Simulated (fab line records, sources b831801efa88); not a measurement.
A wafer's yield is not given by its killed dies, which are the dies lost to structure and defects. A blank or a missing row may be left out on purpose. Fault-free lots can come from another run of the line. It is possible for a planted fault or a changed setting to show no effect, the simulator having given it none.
Which tool did it? / flow sky130 / 15 lots, 45 wafers sampled, at 2 steps of a route of 708

WHAT THE GAUGES SHOWED, per wafer
SKY_METAL3_OVL_MEAS_14.
lot=L582; measured=day 39 01:21; on=overlay-02; METAL3_OVL (nm)=1 1 8
lot=L583; measured=day 39 19:32; on=overlay-02; METAL3_OVL (nm)=10 -4 9
lot=L585; measured=day 39 21:37; on=overlay-01; METAL3_OVL (nm)=7 2 11
lot=L586; measured=day 40 17:55; on=overlay-01; METAL3_OVL (nm)=7 5 0
lot=L589; measured=day 40 22:27; on=overlay-01; METAL3_OVL (nm)=4 1 4
lot=L592; measured=day 41 21:50; on=overlay-02; METAL3_OVL (nm)=-14 -8 -3
lot=L593; measured=day 42 06:01; on=overlay-01; METAL3_OVL (nm)=7 6 10
lot=L596; measured=day 43 05:15; on=overlay-01; METAL3_OVL (nm)=-7 -3 -1
lot=L597; measured=day 43 07:15; on=overlay-02; METAL3_OVL (nm)=0 1 4
lot=L598; measured=day 43 13:47; on=overlay-02; METAL3_OVL (nm)=-3 -3 2
lot=L599; measured=day 43 14:55; on=overlay-01; METAL3_OVL (nm)=5 1 2
lot=L600; measured=day 44 03:43; on=overlay-01; METAL3_OVL (nm)=-5 8 0
lot=L601; measured=day 44 06:39; on=overlay-02; METAL3_OVL (nm)=-5 -2 -7
lot=L602; measured=day 44 11:20; on=overlay-02; METAL3_OVL (nm)=1 -5 3
lot=L605; measured=day 45 04:24; on=overlay-02; METAL3_OVL (nm)=-2 2 3

SKY_CAP2M_OVL_MEAS_12.
lot=L582; measured=day 41 05:50; on=overlay-01; CAP2M_OVL (nm)=1.2 0.1 2.3
lot=L583; measured=day 42 06:47; on=overlay-01; CAP2M_OVL (nm)=2.7 3.4 2.1
lot=L585; measured=day 42 06:57; on=overlay-02; CAP2M_OVL (nm)=-1.3 -1.4 -1.4
lot=L586; measured=day 42 21:26; on=overlay-01; CAP2M_OVL (nm)=0.3 2.5 0.9
lot=L589; measured=day 43 01:08; on=overlay-02; CAP2M_OVL (nm)=-2.4 -1.2 -1.2
lot=L592; measured=day 43 23:59; on=overlay-02; CAP2M_OVL (nm)=-0.1 1.1 2.5
lot=L593; measured=day 44 09:38; on=overlay-01; CAP2M_OVL (nm)=-0.1 -0.5 1.2
lot=L596; measured=day 45 06:44; on=overlay-01; CAP2M_OVL (nm)=2.0 1.2 1.8
lot=L597; measured=day 45 08:38; on=overlay-02; CAP2M_OVL (nm)=-2.7 -4.4 -3.0
lot=L598; measured=day 45 13:50; on=overlay-01; CAP2M_OVL (nm)=2.6 0.0 0.9
lot=L599; measured=day 45 15:38; on=overlay-01; CAP2M_OVL (nm)=0.2 -0.5 1.5
lot=L600; measured=day 46 02:38; on=overlay-02; CAP2M_OVL (nm)=-0.4 -0.8 -1.2
lot=L601; measured=day 46 05:41; on=overlay-01; CAP2M_OVL (nm)=-1.5 0.7 0.1
lot=L602; measured=day 46 09:35; on=overlay-02; CAP2M_OVL (nm)=-0.1 -0.9 -0.8
lot=L605; measured=day 47 03:21; on=overlay-02; CAP2M_OVL (nm)=0.5 -1.1 -0.7

WHAT TOOL EACH LOT RAN ON (gives the tool, then ch and the chambers of the sampled wafers, and finally the start)
The record holds no process step before these readings.

AS READ BY THE TOOLS THEMSELVES (means over the sampled wafers that have a number; for cases with no such wafer, the mark the record gives instead)
The record holds no such reading with a usual standard deviation.

THE ANSWER, worked out from the rows above alone
Rule: the lots themselves supply what counts as usual. Put in order of their means at a reading, lots are off if they are a third of the lots or fewer, leave a main group of 4 or more, and stand apart from it by a gap of 3 or more times the standard deviation of the main group's means; of several such gaps the widest counts. Not used: any main group whose means are identical at the precision the tables above print for the reading. Also off: a lot with no number at a reading for which 4 or more lots have one. Any other lot the step has rows for is counted as sound. Order of review: gauges by route order, followed by the tools' own readings, for which a lot's mean as printed above is used. At the first step where some lot is off, the reading lying furthest off is the one used; lots without a number count as furthest.
No lot is off on any of the readings shown, so nothing can be concluded from this.

WHAT THE SIMULATOR HAD INSERTED
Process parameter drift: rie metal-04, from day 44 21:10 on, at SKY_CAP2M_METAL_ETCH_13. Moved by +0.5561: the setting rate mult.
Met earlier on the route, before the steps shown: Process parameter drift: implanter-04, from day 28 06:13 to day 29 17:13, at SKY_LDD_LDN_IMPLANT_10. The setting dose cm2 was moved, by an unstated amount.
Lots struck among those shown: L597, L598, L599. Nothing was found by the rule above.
